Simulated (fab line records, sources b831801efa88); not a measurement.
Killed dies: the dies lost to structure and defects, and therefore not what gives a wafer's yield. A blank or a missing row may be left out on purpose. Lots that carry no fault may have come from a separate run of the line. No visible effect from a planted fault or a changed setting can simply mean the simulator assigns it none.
Matching of chambers / flow gf180mcu / GF_V1_CMP_26 on cmp-02: 4 sister chambers
The step polishes, stops on SiO2, t overpolish 15 s, target thk 0 nm. 16 wafers are shown with their chamber, then 8 later ones without.

WAFERS, EACH WITH ITS CHAMBER
wafer=L433.3; chamber=1; motor current A (A)=11.1; overpolish run s (s)=14.997; time to endpoint s (s)=83.0
wafer=L433.4; chamber=0; motor current A (A)=11.5; overpolish run s (s)=14.986; time to endpoint s (s)=83.3
wafer=L433.6; chamber=2; motor current A (A)=10.2; overpolish run s (s)=15.022; time to endpoint s (s)=78.5
wafer=L434.1; chamber=2; motor current A (A)=9.9; overpolish run s (s)=15.011; time to endpoint s (s)=77.6
wafer=L434.2; chamber=3; motor current A (A)=10.7; overpolish run s (s)=15.001; time to endpoint s (s)=79.2
wafer=L434.4; chamber=1; motor current A (A)=12.1; overpolish run s (s)=14.998; time to endpoint s (s)=78.4
wafer=L437.2; chamber=3; motor current A (A)=10.1; overpolish run s (s)=14.994; time to endpoint s (s)=85.4
wafer=L437.4; chamber=0; motor current A (A)=12.6; overpolish run s (s)=14.994; time to endpoint s (s)=89.2
wafer=L437.5; chamber=0; motor current A (A)=11.8; overpolish run s (s)=15.009; time to endpoint s (s)=90.1
wafer=L441.1; chamber=3; motor current A (A)=11.0; overpolish run s (s)=14.995; time to endpoint s (s)=85.1
wafer=L441.4; chamber=0; motor current A (A)=11.8; overpolish run s (s)=15.010; time to endpoint s (s)=89.5
wafer=L441.5; chamber=2; motor current A (A)=10.0; overpolish run s (s)=15.000; time to endpoint s (s)=86.7
wafer=L443.3; chamber=2; motor current A (A)=10.4; overpolish run s (s)=15.008; time to endpoint s (s)=85.9
wafer=L443.4; chamber=0; motor current A (A)=12.2; overpolish run s (s)=14.998; time to endpoint s (s)=88.6
wafer=L443.6; chamber=2; motor current A (A)=10.4; overpolish run s (s)=15.010; time to endpoint s (s)=85.4
wafer=L444.4; chamber=0; motor current A (A)=11.8; overpolish run s (s)=14.984; time to endpoint s (s)=87.5

SIGNATURES (means of the wafers above)
reading=motor current A; chamber 0=11.950; chamber 1=11.600; chamber 2=10.180; chamber 3=10.600; scatter within a chamber=0.396
reading=overpolish run s; chamber 0=14.99683; chamber 1=14.99750; chamber 2=15.01020; chamber 3=14.99667; scatter within a chamber=0.00862
reading=time to endpoint s; chamber 0=88.033; chamber 1=80.700; chamber 2=82.820; chamber 3=83.233; scatter within a chamber=3.45
Rule: a wafer's distance from a chamber is the root of the sum, over the readings, of the square of ((its reading less the chamber's mean) divided by the reading's scatter). If the next closest chamber is less than 2 further off than the closest, the wafer can't be placed; otherwise it belongs to the closest. The scatter: the root of (the sum of the squares of (reading less its chamber's mean) over the shown wafers, divided by (wafers less chambers)).

WAFERS WITHOUT THEIR CHAMBER
wafer=L444.5; motor current A (A)=11.0; overpolish run s (s)=15.002; time to endpoint s (s)=81.5
wafer=L444.6; motor current A (A)=11.5; overpolish run s (s)=14.994; time to endpoint s (s)=82.8
wafer=L446.2; motor current A (A)=12.1; overpolish run s (s)=14.994; time to endpoint s (s)=86.4
wafer=L446.3; motor current A (A)=10.9; overpolish run s (s)=15.009; time to endpoint s (s)=80.4
wafer=L446.5; motor current A (A)=11.6; overpolish run s (s)=15.002; time to endpoint s (s)=87.2
wafer=L448.1; motor current A (A)=11.0; overpolish run s (s)=14.986; time to endpoint s (s)=79.1
wafer=L448.2; motor current A (A)=11.9; overpolish run s (s)=15.000; time to endpoint s (s)=84.2
wafer=L448.4; motor current A (A)=10.0; overpolish run s (s)=14.991; time to endpoint s (s)=80.5

WHICH CHAMBER EACH ONE RAN IN
wafer=L444.5; from the rows above=can't be placed: 3 or 1 or 2 or 0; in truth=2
wafer=L444.6; from the rows above=can't be placed: 1 or 0 or 3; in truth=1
wafer=L446.2; from the rows above=can't be placed: 0 or 1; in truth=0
wafer=L446.3; from the rows above=can't be placed: 3 or 2 or 1 or 0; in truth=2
wafer=L446.5; from the rows above=can't be placed: 0 or 1 or 3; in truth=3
wafer=L448.1; from the rows above=can't be placed: 3 or 1 or 2 or 0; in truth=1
wafer=L448.2; from the rows above=can't be placed: 0 or 1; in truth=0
wafer=L448.4; from the rows above=can't be placed: 3 or 2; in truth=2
0 of 8 placed correctly. Not placeable from these rows: 8 (in 8, the candidates include the true chamber). Wrongly placed: 0.
